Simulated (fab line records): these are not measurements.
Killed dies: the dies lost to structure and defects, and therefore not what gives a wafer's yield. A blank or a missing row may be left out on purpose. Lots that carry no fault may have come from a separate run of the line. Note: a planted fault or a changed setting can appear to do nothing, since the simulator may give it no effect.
A struck lot beside a sound one / flow sky130 / 20 steps out of a route of 708
Sound: these wafers, L865.2, L865.3, L865.4. Wafers L879.2, L879.4, L879.5 were the ones struck. Last of all comes the cause.
Order at every step that has rows: each side's tool, ch and its chambers, its first start. Under that, the readings that differ: sound wafers / struck wafers / difference of the means / sigmas: that difference in standard deviations of wafers without a fault.
alike: same words and numbers on both sides, and readings whose means sit less than 2 such deviations apart. not compared: any withheld reading, any reading some wafer has no value for, any bound like >300 that may hide the same value, and any number with overlapping values for which the record gives no deviation.
A row with sigmas, a row that says differs or no value, or rows on one side alone: a step with any of these is where the two part. Non-overlapping numbers with no deviation appear without sigmas and do not part them. A reading that every wafer of one side lacks parts them only if that side has two wafers or more.

SKY_RES_XHIGH_STRIP_08: strips in O2/N2.
  sound on plasma-asher-04 ch 0,1, day 29 03:26; struck on plasma-asher-03 ch 0,1, day 34 14:10
  alike: drypump-motor-current-A, oes-product-au, strip-time-to-endpoint-s
  not compared: rf-hours-counter-h
SKY_RES_XHIGH_TW_MEAS_09:
  sound on film-metro-02 at day 29 03:33; struck on film-metro-04 at day 34 14:17
  alike: RES_XHIGH_TW
then, 7 steps without rows for these wafers: SKY_SD_N_DEHYDRATE_00 (time 60 s); SKY_SD_N_HMDS_01 (prime time 60 s); SKY_SD_N_COAT_02 (resist thk 1140 nm); SKY_SD_N_SOFTBAKE_03 (time 60 s); SKY_SD_N_EXPOSE_04 (exposes mask NSDM, target cd 380 nm); SKY_SD_N_PEB_05; SKY_SD_N_DEVELOP_06 (develop time 60 s).
SKY_SD_N_CD_MEAS_07: target cd 380 nm.
  sound on cd-sem-01 at day 30 06:10; struck on cd-sem-01 at day 35 16:23
reading=cd-nm (nm); sound=379.1 379.1 378.2; struck=382.6 384.2 384.7; difference=+5.0; sigmas=+2
SKY_SD_N_OVL_MEAS_08:
  sound on overlay-01 at day 30 06:16; struck on overlay-01 at day 35 16:30
  alike: SD_N_OVL
then, 1 step without rows for these wafers: SKY_SD_N_IMPLANT_09.
SKY_SD_N_IMPLANT_10:
  sound on implanter-01 ch 0, day 30 06:28; struck on implanter-02 ch 0, day 35 17:01
  alike: end-station-pressure-torr
SKY_SD_N_STRIP_11: strips in O2/N2.
  sound on plasma-asher-03 ch 0,1, day 30 06:35; struck on plasma-asher-04 ch 0,1, day 35 17:08
  alike: drypump-motor-current-A, oes-product-au, strip-time-to-endpoint-s
  not compared: rf-hours-counter-h
SKY_SD_N_TW_MEAS_12:
  sound on film-metro-02 at day 30 06:42; struck on film-metro-02 at day 35 17:15
  alike: SD_N_TW
then, 1 step without rows for these wafers: SKY_SD_N_CLEAN_13 (cleans in SC1/SC2, time 150 s).
SKY_SD_N_RTA_14: time 2 s.
  sound on rtp-anneal-01 ch 0, day 30 06:49; struck on rtp-anneal-02 ch 0, day 35 17:22
  alike: lamp-power-pct, wafer_temp_C_max
SKY_SD_N_RS_MEAS_16: the measuring method here is four-point-probe.
  sound on film-metro-01 at day 30 07:00; struck on film-metro-04 at day 35 17:33
reading=SD_N_RS (ohm/sq); sound=68.55 68.50 68.44; struck=66.02 66.01 66.01; difference=-2.48; sigmas=-23
SKY_SD_N_RS_MEAS_17: the measuring method here is four-point-probe.
  sound on film-metro-01 at day 30 07:07; struck on film-metro-04 at day 35 17:40
reading=SD_P_RS (ohm/sq); sound=147.3 146.9 146.7; struck=147.6 147.8 147.7; difference=+0.7; sigmas=+2
-- here the record skips 15 days between the struck wafers' starts before and after, leaving off in module SD_N and picking up in module PAD_OPEN (first step shown: number 708 of the route) --
SKY_PAD_OPEN_PROBE_99:
  sound on prober-02 at day 47 13:26; struck on prober-01 at day 51 01:24
reading=model.etest.sonos-uncharged.r-on-ohm-um; sound=806.6 829.6 817.3; struck=793.3 799.9 778.8; difference=-27.2; sigmas=
reading=model.etest.res-ndiff.rs-ohm-sq; sound=120 119.9 120.1; struck=116.7 118.3 117.5; difference=-2.5; sigmas=
reading=model.etest.res-ndiff-hv.rs-ohm-sq; sound=114.8 114.1 113.9; struck=111.5 111.6 112.4; difference=-2.4; sigmas=
reading=model.etest.nfet_01v8_lvt.vt-sat-v (V); sound=0.5478 0.5444 0.5405; struck=0.5321 0.5306 0.5279; difference=-0.0140; sigmas=
  alike: killed_at_M0_to_M3, killed_at_M4_up, killed-at-contacts, killed-at-front-end, killed-at-other, killed-dies, killed-open, killed-short

WHERE THEY PART
Last at SKY_SD_N_RS_MEAS_17 as far as this record goes, first at SKY_SD_N_CD_MEAS_07. Later steps at which nothing parts them and some readings are alike: SKY_PAD_OPEN_PROBE_99.

WHY: whatever the simulator had introduced
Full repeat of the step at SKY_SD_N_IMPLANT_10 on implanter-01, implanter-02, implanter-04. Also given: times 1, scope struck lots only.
